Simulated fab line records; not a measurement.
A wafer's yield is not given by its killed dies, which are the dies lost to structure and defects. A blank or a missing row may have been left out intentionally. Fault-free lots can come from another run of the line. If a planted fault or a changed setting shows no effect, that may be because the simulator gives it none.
Problem report, 8D (eight disciplines) form, completed by code | flow gf180mcu | the parts of the form that need people (team, actions taken, sign-off) are left out

1. WHAT IS WRONG
Mean M2_ALCU_RS at GF_M2_RS_MEAS_05: 0.0838 ohm/sq over 6 wafers in 2 lots; fault-free wafers: 0.0696 ohm/sq, standard deviation 0.00082. Measured from the usual mean, that is +17 standard deviations.
The step: measures by four-point-probe.
First observed at day 20 13:53: wafer L913.3, on film_metro-03. At this step, 30 wafers from 10 lots have a number in the record. Rule for "out", or "out of limits": more than 4 standard deviations from the usual mean. Any other wafer with a number is counted as sound.

2. WHAT IT IS, WHAT IT ISN'T
question                    | is                           | is not
which readings at this step | M2_ALCU_RS                   | -
which lots                  | L913, L914                   | L908, L909, L910, L923, L924, L925, L928, L930
which wafers of those lots  | all that have a number       | -
read on which gauges        | film_metro-01, film_metro-03 | film_metro-02
when                        | from day 20 13:53            | up to then (9 sound wafers); but 15 sound wafers of L923, L924, L925, L928, L930 came after

3. THE SUSPECTS, EACH WITH WHAT RULES IT OUT
Counting: any tool at a process step up to the reading is kept as a suspect provided that every lot that is out went through it and no sound lot did after the first of them.
- the gauge at GF_M2_RS_MEAS_05 has been ruled out. The wafers that are out were read on 2 gauges (film_metro-01, film_metro-03).
- pvd_sputter-01 at GF_M2_SPUTTER_00 (material Ti, target thk 37.5 nm, time 150 s): ruled out as a lasting fault. Sound lots L925, L928, L930 ran on it after its first lot that is out, L913 (day 20 13:38).
- pvd_sputter-01 at GF_M2_SPUTTER_02 (material AlCu, target thk 450 nm, time 23.9 s): ruled out as a lasting fault. Sound lots L925, L928, L930 ran on it after its first lot that is out, L913 (day 20 13:46).
- pvd_sputter-01 at GF_M2_SPUTTER_03 (material Ti, target thk 10 nm, time 6.7 s): ruled out as a lasting fault. Sound lots L925, L928, L930 ran on it after its first lot that is out, L913 (day 20 13:47).
Left after counting: nothing in the record.

4. THE CAUSE (what the simulator had put in)
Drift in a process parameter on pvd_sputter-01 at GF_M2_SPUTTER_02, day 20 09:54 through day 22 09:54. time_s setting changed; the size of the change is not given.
It was ruled out by counting, in error; the rule expects a fault to strike all lots run on its tool from its start on, and this fault did not.

5. THE CHAIN OF EFFECTS, in route order
One row per reading whose mean, taken over the struck wafers that have a number, lies over 3 standard deviations from the usual. Only readings whose record carries a usual standard deviation are examined. hours: median over the lots of the time between each lot's start at the first step of this table that gives one and its start at this step. sigmas: the change, counted in usual standard deviations.
hours | step                | reading            | usual         | on struck wafers | change  | sigmas
0     | GF_M2_RS_MEAS_05    | M2_ALCU_RS         | 0.0696 ohm/sq | 0.0838           | +0.0142 | +17
0     | GF_M2_THK_MEAS_06   | M2_ALCU_THK        | 451 nm        | 374              | -77     | -13
24    | GF_M2_METAL_ETCH_16 | oes_product_au     | 0.971 a.u.    | 0.896            | -0.075  | -12
24    | GF_M2_METAL_ETCH_16 | throttle_valve_pct | 28.251 %      | 28.331           | +0.080  | +8.1
Here are the process steps it includes:
- GF_M2_METAL_ETCH_16: etches the open film in Cl2/BCl3, stops on SiO2, target depth 627.5 nm, time 104.6 s.

6. HOW IT WOULD HAVE BEEN CAUGHT EARLIER
In this record the first reading out of limits at a measuring or inspecting step was taken at day 20 13:53, 4 hours after the fault began at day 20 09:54.
An alarm limit of 4 standard deviations would not have fired on the tool readings at GF_M2_SPUTTER_02 for which the record gives a usual standard deviation, since none of them was out on any struck wafer.
